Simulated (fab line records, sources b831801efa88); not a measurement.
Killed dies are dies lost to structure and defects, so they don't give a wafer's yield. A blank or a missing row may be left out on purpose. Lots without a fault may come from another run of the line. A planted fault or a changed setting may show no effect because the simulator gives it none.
Which tool did it? | flow sfq_line | 7 lots, 20 wafers sampled, at 1 step of a route of 325

WHAT THE GAUGES READ, wafer by wafer
SFQ_I4_OVL_MEAS_928.
lot  | measured     | on         | I4_OVL (nm)
L744 | day 47 03:17 | overlay-02 | 7 4 10
L747 | day 47 12:53 | overlay-02 | -1 3 -1
L749 | day 51 14:17 | overlay-01 | -9 -5 -8
L758 | day 54 02:42 | overlay-01 | -2 4
L761 | day 55 03:54 | overlay-01 | -3 -6 2
L764 | day 56 03:40 | overlay-01 | 1 -1 5
L766 | day 56 08:28 | overlay-01 | -4 0 0

WHICH TOOL RAN EACH LOT (tool, then ch and the chambers of the sampled wafers, then the start)
The record holds no process step before these readings.

THE ANSWER, worked out from the rows above alone
Rule: what is usual is taken from the lots themselves. Put in order of their means at a reading, lots are off if they are a third of the lots or fewer, leave a main group of 4 or more, and stand apart from it by a gap of 3 or more times the standard deviation of the main group's means; of several such gaps the widest counts. A main group whose means are all the same, to the digits that the tables above print for the reading, isn't used. A lot without any number at a reading at which 4 lots or more have one is off too. The other lots that the step has rows for count as sound.
No lot is off at any reading shown: from this, nothing can be told.

WHAT THE SIMULATOR HAD PUT IN
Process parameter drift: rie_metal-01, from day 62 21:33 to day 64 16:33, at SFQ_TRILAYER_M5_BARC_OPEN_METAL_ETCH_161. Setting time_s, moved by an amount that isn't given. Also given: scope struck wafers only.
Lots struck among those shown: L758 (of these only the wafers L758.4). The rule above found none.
